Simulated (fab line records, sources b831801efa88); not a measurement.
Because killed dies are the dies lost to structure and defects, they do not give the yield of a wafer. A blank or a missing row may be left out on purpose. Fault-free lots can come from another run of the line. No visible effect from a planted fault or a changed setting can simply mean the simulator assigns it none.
What tool caused it? -- flow sky130 -- 11 lots, 33 wafers sampled, at 2 steps of a route of 708

== WHAT EACH GAUGE READ, for each wafer ==
SKY_SPACER_THK_MEAS_01.
lot,measured,on,SPACER_CVD_00_THK (nm)
L749,day 22 19:54,film metro-04,43.5 43.6 43.2
L750,day 23 13:29,film metro-01,42.7 43.3 43.2
L751,day 23 17:35,film metro-04,43.7 43.5 43.3
L752,day 24 01:39,film metro-04,43.3 43.5 43.5
L756,day 25 19:36,film metro-01,34.5 34.8 34.6
L767,day 29 11:29,film metro-01,42.9 43.2 42.9
L766,day 29 13:01,film metro-01,42.8 42.8 42.4
L768,day 29 16:22,film metro-01,42.3 42.6 42.2
L769,day 30 19:02,film metro-01,43.1 43.0 43.5
L771,day 30 21:00,film metro-01,43.0 43.0 42.8
L772,day 31 04:33,film metro-01,43.1 43.3 43.2

== EACH LOT AND THE TOOL THAT RAN IT (in order: tool; ch and the chambers of the sampled wafers; start) ==
lot,SKY_SPACER_CVD_00
L749,"lpcvd-02 ch 0, day 22 18:41"
L750,"lpcvd-02 ch 1, day 23 12:17"
L751,"lpcvd-02 ch 0, day 23 16:22"
L752,"lpcvd-02 ch 0, day 23 23:50"
L756,"lpcvd-02 ch 1, day 25 18:23"
L767,"lpcvd-02 ch 1, day 29 10:16"
L766,"lpcvd-02 ch 0, day 29 11:49"
L768,"lpcvd-02 ch 0, day 29 15:10"
L769,"lpcvd-02 ch 1, day 30 17:49"
L771,"lpcvd-02 ch 1, day 30 19:47"
L772,"lpcvd-02 ch 0, day 31 03:20"
- SKY_SPACER_CVD_00: deposits Si3N4 from DCS/NH3, target thk 43.1 nm, time 740 s.

== THE ANSWER, worked out from the rows above alone ==
Rule: the usual values come from the lots themselves. Put in order of their means at a reading, lots are off if they are a third of the lots or fewer, leave a main group of 4 or more, and stand apart from it by a gap of 3 or more times the standard deviation of the main group's means; of several such gaps the widest counts. Not used: any main group whose means are identical at the precision the tables above print for the reading. A lot without any number at a reading at which 4 lots or more have one is off too. Any other lot the step has rows for is counted as sound.
Off: L756, at SKY_SPACER_THK_MEAS_01 (SPACER_CVD_00_THK). Mean 43.1 nm and standard deviation 0.34 in the main group.
If a tool, at a process step before that reading, ran all the lots that are off and no sound lot after the first of them, it fits. Gauges at SKY_SPACER_THK_MEAS_01: tried the same way as those tools. None of those tried fits.

== WHAT THE SIMULATOR HAD PUT IN ==
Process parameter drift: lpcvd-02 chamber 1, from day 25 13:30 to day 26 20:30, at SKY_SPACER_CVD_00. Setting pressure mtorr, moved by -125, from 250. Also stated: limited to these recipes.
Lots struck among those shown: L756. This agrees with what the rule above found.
